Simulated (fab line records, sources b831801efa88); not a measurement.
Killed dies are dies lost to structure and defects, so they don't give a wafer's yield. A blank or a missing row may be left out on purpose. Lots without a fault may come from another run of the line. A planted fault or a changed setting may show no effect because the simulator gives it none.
Which tool did it? | flow sfq_line | 14 lots, 42 wafers sampled, at 1 step of a route of 325

WHAT THE GAUGES READ, wafer by wafer
SFQ_M1_OVL_MEAS_911.
lot  | measured     | on         | M1_OVL (nm)
L869 | day 12 19:16 | overlay-01 | 1 7 3
L871 | day 13 06:49 | overlay-01 | 1 3 6
L873 | day 14 02:02 | overlay-02 | 3 -5 -5
L874 | day 14 10:25 | overlay-01 | 6 3 3
L875 | day 14 21:13 | overlay-01 | -4 -1 2
L876 | day 15 05:38 | overlay-01 | 9 7 4
L880 | day 16 05:37 | overlay-01 | -5 -9 9
L882 | day 17 06:02 | overlay-01 | -1 1 2
L883 | day 17 07:14 | overlay-01 | -11 -6 -7
L885 | day 17 19:16 | overlay-01 | 3 4 1
L888 | day 19 01:22 | overlay-02 | 0 2 3
L889 | day 19 16:44 | overlay-01 | -1 9 11
L890 | day 19 19:08 | overlay-01 | 3 3 -3
L891 | day 19 22:44 | overlay-02 | 3 3 6

WHICH TOOL RAN EACH LOT (tool, then ch and the chambers of the sampled wafers, then the start)
The record holds no process step before these readings.

WHAT THE TOOLS THEMSELVES READ (means of the sampled wafers that have a number; where no wafer has one, the mark that the record gives instead)
The record holds no such reading with a usual standard deviation.

THE ANSWER, worked out from the rows above alone
Rule: what is usual is taken from the lots themselves. Put in order of their means at a reading, lots are off if they are a third of the lots or fewer, leave a main group of 4 or more, and stand apart from it by a gap of 3 or more times the standard deviation of the main group's means; of several such gaps the widest counts. A main group whose means are all the same, to the digits that the tables above print for the reading, isn't used. A lot without any number at a reading at which 4 lots or more have one is off too. The other lots that the step has rows for count as sound. The gauges are gone through in route order, then the tools' own readings, and for those a lot's mean is taken as printed above. The first step at which some lot is off is used, and at that step the reading that is off furthest; a lot without a number counts as furthest.
No lot is off at any reading shown: from this, nothing can be told.

WHAT THE SIMULATOR HAD PUT IN
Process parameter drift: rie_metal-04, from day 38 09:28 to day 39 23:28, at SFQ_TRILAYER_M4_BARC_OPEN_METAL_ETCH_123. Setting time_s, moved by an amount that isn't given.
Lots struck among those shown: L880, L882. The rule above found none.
